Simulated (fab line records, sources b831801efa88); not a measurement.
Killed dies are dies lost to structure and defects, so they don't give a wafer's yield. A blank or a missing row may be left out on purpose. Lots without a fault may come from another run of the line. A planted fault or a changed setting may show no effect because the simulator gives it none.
A struck lot beside a sound one | flow sky130 | 26 steps out of a route of 708
Sound: wafers L613.1, L613.4, L613.6. Struck: wafers L616.2, L616.3, L616.5. The cause comes at the end.
At each step with rows: each side's tool, then ch and its chambers, then its first start. Under that, the readings that differ: sound wafers | struck wafers | difference of the means | sigmas: that difference in standard deviations of wafers without a fault.
alike: readings whose means differ by less than 2 such deviations, and words and numbers that are the same on both sides. not compared: withheld readings, readings that some wafer has no value for, bounds like >300 that may hide the same value, and numbers for which the record gives no deviation and whose values overlap.
The two part at a step that has a row with sigmas, a row that says differs or no value, or rows on one side only. Numbers that don't overlap but have no deviation are shown without sigmas and don't part them. A reading that every wafer of one side lacks parts them only if that side has two wafers or more.

SKY_PWDE_TW_MEAS_10:
  sound on film_metro-03, day 4 00:49; struck on film_metro-02, day 4 20:23
  alike: PWDE_TW
then, 7 steps without rows for these wafers: SKY_NWELL_DEHYDRATE_03 (time 60 s); SKY_NWELL_HMDS_04 (prime time 60 s); SKY_NWELL_COAT_05 (resist thk 3000 nm); SKY_NWELL_SOFTBAKE_06; SKY_NWELL_EXPOSE_07 (exposes mask NWM, target cd 840 nm); SKY_NWELL_PEB_08; SKY_NWELL_DEVELOP_09 (develop time 60 s).
SKY_NWELL_OVL_MEAS_10:
  sound on overlay-01, day 4 17:14; struck on overlay-01, day 5 13:50
  alike: NWELL_00_OVL
then, 3 steps without rows for these wafers: SKY_NWELL_IMPLANT_11; SKY_NWELL_IMPLANT_12; SKY_NWELL_IMPLANT_13.
SKY_NWELL_STRIP_14: strips in O2/N2.
  sound on plasma_asher-01 ch 1, day 4 17:43; struck on plasma_asher-04 ch 0,1, day 5 14:27
  no value came back on the struck wafers for chamber_pressure_mTorr (mTorr), drypump_motor_current_A (A), oes_product_au (a.u.), strip_time_to_endpoint_s (s); on the sound wafers chamber_pressure_mTorr (mTorr) reads 1499.8 1499.9 1499.8
  reading                                 | sound | struck         | difference | sigmas
  model.coat_of_NWELL_COAT_05.thk_nm (nm) | 0 0 0 | 2997 2987 2982 | +2989      |
  not compared: rf_hours_counter_h
SKY_NWELL_TW_MEAS_15:
  sound on film_metro-01, day 4 17:49; struck on film_metro-03, day 5 14:34
  alike: NWELL_TW
then, 7 steps without rows for these wafers: SKY_NWELL_DEHYDRATE_16 (time 60 s); SKY_NWELL_HMDS_17 (prime time 60 s); SKY_NWELL_COAT_18 (resist thk 3000 nm); SKY_NWELL_SOFTBAKE_19; SKY_NWELL_EXPOSE_20 (exposes mask NWM COMPLEMENT, target cd 840 nm); SKY_NWELL_PEB_21; SKY_NWELL_DEVELOP_22 (develop time 60 s).
SKY_NWELL_OVL_MEAS_23:
  sound on overlay-02, day 5 12:01; struck on overlay-01, day 6 09:14
  alike: NWELL_01_OVL
then, 1 step without rows for these wafers: SKY_NWELL_IMPLANT_24.
SKY_NWELL_STRIP_25: strips in O2/N2.
  sound on plasma_asher-04 ch 0,1, day 5 12:12; struck on plasma_asher-04 ch 0, day 6 09:25
  reading                      | sound             | struck            | difference | sigmas
  oes_product_au (a.u.)        | 0.720 0.727 0.724 | 0.734 0.738 0.740 | +0.014     | +3
  strip_time_to_endpoint_s (s) | 36.87 36.90 36.95 | 81.14 81.11 81.02 | +44.18     | +99 or more
  alike: chamber_pressure_mTorr, drypump_motor_current_A
  not compared: rf_hours_counter_h
SKY_NWELL_TW_MEAS_26:
  sound on film_metro-01, day 5 12:18; struck on film_metro-03, day 6 09:32
  reading    | sound             | struck         | difference | sigmas
  NWELL_2_TW | 504.4 499.5 502.8 | 30.0 30.2 30.0 | -472.2     | -99 or more
then, 1 step without rows for these wafers: SKY_NWELL_CLEAN_27 (cleans in SC1/SC2, time 150 s).

WHERE THEY PART
First at SKY_NWELL_STRIP_14; last, within this record, at SKY_NWELL_TW_MEAS_26.

WHY: what the simulator had put in
Skipped step whole: plasma_asher-04, from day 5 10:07 on, at SKY_NWELL_STRIP_14. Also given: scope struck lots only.
